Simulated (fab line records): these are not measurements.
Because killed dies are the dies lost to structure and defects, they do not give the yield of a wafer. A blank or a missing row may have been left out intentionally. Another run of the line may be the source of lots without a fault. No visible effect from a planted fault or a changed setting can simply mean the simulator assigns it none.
Struck lot and sound lot, side by side ; flow sky130 ; 15 steps out of a route of 708
Sound: these wafers, L881.2, L881.4, L881.6. Struck: wafers L900.3, L900.4. The cause is given at the end.
For every step that has rows: the tool of each side, followed by ch and its chambers, followed by its first start. Under that, the readings that differ: sound wafers ; struck wafers ; difference of the means ; sigmas: that difference in standard deviations of wafers without a fault.
alike: words and numbers the same on both sides, and readings whose means are apart by under 2 such deviations; not compared: readings that were withheld, readings missing a value for some wafer, numbers with overlapping values and no deviation given by the record, and bounds like >300 which may hide the same value.
Wherever a step has rows on one side only, a row that says differs or no value, or a row with sigmas, the two part there. When numbers do not overlap yet have no deviation, they are printed without sigmas and do not part them. A reading that every wafer of one side lacks parts them only if that side has two wafers or more.

first, 4 steps without rows for these wafers: SKY_LI_CONTACT_SOFTBAKE_08 (time 90 s); SKY_LI_CONTACT_EXPOSE_09 (exposes mask LICM1, target cd 170 nm); SKY_LI_CONTACT_PEB_10; SKY_LI_CONTACT_DEVELOP_11 (develop time 60 s).
SKY_LI_CONTACT_CD_MEAS_12: the cd target is 170 nm.
  struck on cd sem-02, day 35 15:38; sound on cd sem-02, day 29 19:31
reading;sound;struck;difference;sigmas
cd nm (nm);169.1 167.4 167.2;170.8 170.2;+2.6;+2
SKY_LI_CONTACT_OVL_MEAS_13:
  struck on overlay-01, day 35 15:43; sound on overlay-02, day 29 19:37
  alike: LI_CONTACT_OVL
SKY_LI_CONTACT_ETCH_14: etches BARC in N2/H2, stops on SiO2, time 45.9 s, target depth 60 nm.
  sound on rie diel-01 ch 0,2,3, day 29 19:38; struck on rie diel-01 ch 0,2, day 35 15:45
  alike: chamber pressure mTorr, drypump motor current A, oes product au, rf fwd power W, throttle valve pct
  not compared: rf hours counter h
SKY_LI_CONTACT_ETCH_15: etches PSG in C4F8/O2/Ar, stops on Si, target depth 600 nm.
  sound on rie diel-01 ch 0,2,3, day 29 19:41; struck on rie diel-01 ch 0,2, day 35 15:47
  alike: chamber pressure mTorr, oes product au, rf fwd power W
SKY_LI_CONTACT_STRIP_16: strips in O2/N2.
  sound on plasma asher-01 ch 0,1, day 29 19:46; struck on plasma asher-04 ch 0,1, day 35 15:55
  alike: chamber pressure mTorr, drypump motor current A, oes product au, strip time to endpoint s
  not compared: rf hours counter h
then, 2 steps without rows for these wafers: SKY_LI_CONTACT_CLEAN_17 (cleans in NMP, time 600 s); SKY_LI_CONTACT_PRE_CLEAN_18 (time 5.6 s).
SKY_LI_CONTACT_SPUTTER_19: material Ti, target thk 20 nm, time 106.37 s.
  struck on pvd sputter-04, day 35 16:11; sound on pvd sputter-02, day 29 20:05
  alike: throttle valve pct
SKY_LI_CONTACT_SPUTTER_20: material TiN, target thk 20 nm, time 80 s.
  struck on pvd sputter-04, day 35 16:16; sound on pvd sputter-02, day 29 20:10
reading;sound;struck;difference;sigmas
model.TiN_of_LI_CONTACT_SPUTTER_20.thk nm (nm);19.99 19.31 19.97;36.3 36.54;+16.7;
  alike: throttle valve pct
SKY_LI_CONTACT_CVD_21: deposits W, target thk 400 nm, time 120.56 s.
  sound on cvd w-01 ch 0,1, day 29 20:13; struck on cvd w-02 ch 0,1, day 35 16:22
  alike: heater power w
-- here the record skips 15 days between the struck wafers' starts before and after, leaving off in module LI_CONTACT and picking up in module PAD_OPEN (first step shown: number 708 of the route) --
SKY_PAD_OPEN_PROBE_99:
  struck on prober-02, day 50 10:06; sound on prober-01, day 46 10:03
reading;sound;struck;difference;sigmas
model.etest.licon poly.rc ohm;152.6 152.9 157.2;163.9 162.1;+8.8;
  alike: killed_at_M0_to_M3, killed_at_M4_up, killed at contacts, killed at front end, killed at other, killed dies, killed open, killed short
  not compared: model.etest.licon ndiff.rc ohm

## WHERE THEY PART
At SKY_LI_CONTACT_CD_MEAS_12 and nowhere else, as far as this record goes. Later steps at which nothing parts them and some readings are alike: SKY_LI_CONTACT_OVL_MEAS_13, SKY_LI_CONTACT_ETCH_14, SKY_LI_CONTACT_ETCH_15, SKY_LI_CONTACT_STRIP_16, SKY_LI_CONTACT_SPUTTER_19, SKY_LI_CONTACT_SPUTTER_20, SKY_LI_CONTACT_CVD_21, SKY_PAD_OPEN_PROBE_99.

WHY: the cause the simulator had injected
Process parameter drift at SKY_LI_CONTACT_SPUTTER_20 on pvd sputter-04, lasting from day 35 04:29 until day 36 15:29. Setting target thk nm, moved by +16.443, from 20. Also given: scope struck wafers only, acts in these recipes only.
